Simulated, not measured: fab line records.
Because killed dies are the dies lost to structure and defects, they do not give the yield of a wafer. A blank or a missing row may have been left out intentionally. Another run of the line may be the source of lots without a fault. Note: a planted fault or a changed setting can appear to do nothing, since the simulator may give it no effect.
Struck lot and sound lot, side by side    flow sky130    34 out of 708 route steps
Sound: the wafers L272.1, L272.2, L272.3. Struck: wafer L274.6; the same lot's L274.5 was not struck, so it is left out; see the end for the cause.
Per side, at each step with rows, come the tool, then ch with its chambers, and then its first start. Under that, the readings that differ: sound wafers    struck wafers    difference of the means    sigmas: that difference in standard deviations of wafers without a fault.
alike: a reading whose means differ by less than 2 such deviations, as well as words and numbers matching on both sides. not compared: withheld readings; readings where some wafer has no value; bounds like >300 that might hide an equal value; numbers whose values overlap and for which the record gives no deviation.
The two part at a step that has a row with sigmas, a row that says differs or no value, or rows on one side only. When numbers do not overlap yet have no deviation, they are printed without sigmas and do not part them. Lack of a reading on every wafer of one side parts them only where that side has two or more wafers.

first, 9 steps without rows for these wafers: SKY_METAL1_DEVELOP_14 (develop time 60 s); SKY_METAL1_DESCUM_17 (chemistry O2, time 8 s); SKY_METAL1_ETCH_18 (etches BARC in N2/H2, stops on SiO2, time 45.9 s, target depth 60 nm); SKY_METAL1_METAL_ETCH_19 (etches the open film in Cl2/BCl3, stops on SiO2, target depth 360 nm, time 78 s); SKY_METAL1_STRIP_20 (strips in O2/N2); SKY_METAL1_STRIP_21 (strips in post etch residue remover, time 1200 s); SKY_METAL1_CLEAN_22 (cleans in IPA, time 180 s); SKY_METAL1_CLEAN_23 (cleans in O3/DIW); SKY_VIA1_HDPCVD_00 (deposits SiO2, target thk 1030 nm, time 171.7 s).
SKY_VIA1_CMP_02: polishes SiO2.
  sound on cmp-01 ch 0,1,3, day 36 23:24; struck on cmp-01 ch 2, day 37 20:14
reading                                   sound              struck  difference  sigmas
model.SiO2_of_VIA1_HDPCVD_00.thk-nm (nm)  345.7 344.6 344.7  309.8   -35.2       
  alike: motor-current-A
then, 9 steps without rows for these wafers: SKY_VIA1_DEHYDRATE_04 (time 60 s); SKY_VIA1_HMDS_05 (prime time 60 s); SKY_VIA1_COAT_06 (resist thk 60 nm); SKY_VIA1_COAT_07 (resist thk 450 nm); SKY_VIA1_SOFTBAKE_08 (time 90 s); SKY_VIA1_EXPOSE_09 (exposes mask VIM, target cd 150 nm); SKY_VIA1_PEB_10; SKY_VIA1_DEVELOP_11 (develop time 60 s); SKY_VIA1_ETCH_14 (etches BARC in N2/H2, stops on SiO2, time 45.9 s, target depth 60 nm).
SKY_VIA1_ETCH_15: etches SiO2 in C4F8/O2/Ar, stops on TiN, target depth 351 nm, time 54 s.
  sound on rie-diel-03 ch 0,1,3, day 38 01:17; struck on rie-diel-01 ch 3, day 38 22:07
reading                           sound              struck  difference  sigmas
chamber-pressure-mTorr (mTorr)    40.03 40.00 39.95  39.92   -0.07       -2
oes-product-au (a.u.)             0.986 0.977 0.989  0.930   -0.054      -9
model.etch.depth-nm (nm)          345.7 344.6 344.7  309.8   -35.2       
model.VIA1.feature-depth-nm (nm)  345.7 344.6 344.7  309.8   -35.2       
  not compared: rf-hours-counter-h
then, 12 steps without rows for these wafers: SKY_VIA1_STRIP_16 (strips in O2/N2); SKY_VIA1_STRIP_17 (strips in post etch residue remover, time 1200 s); SKY_VIA1_CLEAN_18 (cleans in IPA, time 180 s); SKY_VIA1_CLEAN_19 (cleans in O3/DIW); SKY_VIA1_SPUTTER_20 (material TiN, target thk 20 nm, time 80 s); SKY_VIA1_CVD_21 (deposits W, target thk 270 nm, time 80.902 s); SKY_VIA1_CMP_24 (polishes, stops on SiO2, t overpolish 15 s, target thk 0 nm); SKY_METAL2_SPUTTER_00 (material Ti, target thk 15 nm, time 10 s); SKY_METAL2_SPUTTER_01 (material TiN, target thk 20 nm, time 16.7 s); SKY_METAL2_SPUTTER_02 (material AlCu, target thk 250 nm, time 13.3 s); SKY_METAL2_SPUTTER_03 (material Ti, target thk 5 nm, time 3.3 s); SKY_METAL2_SPUTTER_04 (material TiN, target thk 70 nm, time 58.3 s).
SKY_METAL2_METAL_ETCH_19: etches the open film in Cl2/BCl3, stops on SiO2, target depth 360 nm, time 78 s.
  sound on rie-metal-01 ch 0,1, day 39 04:52; struck on rie-metal-04 ch 1, day 40 01:32
reading                                   sound              struck  difference  sigmas
model.SiO2_of_VIA1_HDPCVD_00.thk-nm (nm)  331.8 330.5 330.6  295.5   -35.5       
  alike: chamber-pressure-mTorr, drypump-motor-current-A, oes-product-au, throttle-valve-pct
  not compared: rf-hours-counter-h
SKY_PAD_OPEN_PROBE_99:
  the record has rows for the sound wafers here (prober-02, day 48 22:13) and none for the struck ones

## WHERE THEY PART
Earliest at SKY_VIA1_ETCH_15; latest, in this record, at SKY_PAD_OPEN_PROBE_99.

WHY: what had been put in by the simulator
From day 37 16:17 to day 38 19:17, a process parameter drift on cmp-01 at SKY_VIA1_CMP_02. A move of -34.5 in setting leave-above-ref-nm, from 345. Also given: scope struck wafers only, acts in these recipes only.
